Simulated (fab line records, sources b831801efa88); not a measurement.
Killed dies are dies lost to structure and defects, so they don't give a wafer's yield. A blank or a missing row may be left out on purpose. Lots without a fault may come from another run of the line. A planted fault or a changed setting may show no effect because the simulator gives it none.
Which tool did it? | flow sky130 | 12 lots, 36 wafers sampled, at 3 steps of a route of 708

WHAT THE GAUGES READ, wafer by wafer
SKY_FIELD_ISO_BOW_MEAS_00.
lot  | measured    | on            | INCOMING_BOW (um)
L211 | day 1 15:01 | film_metro-04 | -3 3 9
L212 | day 1 20:01 | film_metro-04 | 3 4 -2
L214 | day 2 06:01 | film_metro-04 | -2 -7 -1
L216 | day 2 16:00 | film_metro-03 | 5 1 9
L217 | day 2 21:00 | film_metro-04 | -11 -5 3
L218 | day 3 02:00 | film_metro-04 | -4 7 2
L225 | day 4 13:00 | film_metro-04 | 2 -2 -3
L226 | day 4 18:00 | film_metro-04 | -3 5 -13
L227 | day 4 23:00 | film_metro-01 | -4 5 12
L228 | day 5 04:02 | film_metro-01 | -2 -7 -1
L230 | day 5 14:00 | film_metro-01 | 0 1 -4
L232 | day 6 00:01 | film_metro-01 | -2 4 1

SKY_NWELL_RS_MEAS_31: measures by four-point-probe.
lot  | measured     | on            | PWDE_RS (ohm/sq)
L211 | day 5 15:16  | film_metro-04 | 5315 5292 5303
L212 | day 5 18:35  | film_metro-02 | 5288 5298 5299
L214 | day 6 08:08  | film_metro-02 | 5286 5268 5291
L216 | day 6 18:16  | film_metro-04 | 5246 5255 5244
L217 | day 7 00:10  | film_metro-04 | 5280 5281 5282
L218 | day 7 07:36  | film_metro-04 | 5300 5298 5317
L225 | day 9 08:20  | film_metro-02 | 5288 5320 5305
L226 | day 9 17:40  | film_metro-04 | 5272 5279 5281
L227 | day 9 20:16  | film_metro-04 | 5269 5269 5278
L228 | day 10 03:29 | film_metro-03 | 5300 5270 5273
L230 | day 10 06:58 | film_metro-03 | 5298 5303 5307
L232 | day 10 23:37 | film_metro-02 | 5310 5320 5299

SKY_VT_ADJUST_HVTP_CD_MEAS_07: target cd 380 nm.
lot  | measured     | on        | cd_nm (nm)
L211 | day 6 09:40  | cd_sem-02 | 379.2 381.7 379.7
L212 | day 6 12:10  | cd_sem-01 | 376.9 381.1 380.8
L214 | day 7 03:04  | cd_sem-02 | 376.2 377.2 377.3
L216 | day 7 13:15  | cd_sem-01 | 377.7 377.3 377.3
L217 | day 7 20:24  | cd_sem-02 | 380.1 382.4 380.0
L218 | day 8 03:36  | cd_sem-01 | 375.2 375.1 377.7
L225 | day 10 06:22 | cd_sem-02 | 381.3 381.5 384.3
L226 | day 10 15:47 | cd_sem-02 | 377.5 376.5 377.4
L227 | day 10 19:11 | cd_sem-01 | 379.4 382.6 380.9
L228 | day 11 02:08 | cd_sem-01 | 382.1 382.0 379.2
L230 | day 11 06:16 | cd_sem-01 | 381.8 378.4 376.3
L232 | day 11 23:28 | cd_sem-01 | 376.7 378.4 378.4

WHICH TOOL RAN EACH LOT (tool, then ch and the chambers of the sampled wafers, then the start)
The record holds no process step before these readings.

WHAT THE TOOLS THEMSELVES READ (means of the sampled wafers that have a number; where no wafer has one, the mark that the record gives instead)
The record holds no such reading with a usual standard deviation.

THE ANSWER, worked out from the rows above alone
Rule: what is usual is taken from the lots themselves. Put in order of their means at a reading, lots are off if they are a third of the lots or fewer, leave a main group of 4 or more, and stand apart from it by a gap of 3 or more times the standard deviation of the main group's means; of several such gaps the widest counts. A main group whose means are all the same, to the digits that the tables above print for the reading, isn't used. A lot without any number at a reading at which 4 lots or more have one is off too. The other lots that the step has rows for count as sound. The gauges are gone through in route order, then the tools' own readings, and for those a lot's mean is taken as printed above. The first step at which some lot is off is used, and at that step the reading that is off furthest; a lot without a number counts as furthest.
No lot is off at any reading shown: from this, nothing can be told.

WHAT THE SIMULATOR HAD PUT IN
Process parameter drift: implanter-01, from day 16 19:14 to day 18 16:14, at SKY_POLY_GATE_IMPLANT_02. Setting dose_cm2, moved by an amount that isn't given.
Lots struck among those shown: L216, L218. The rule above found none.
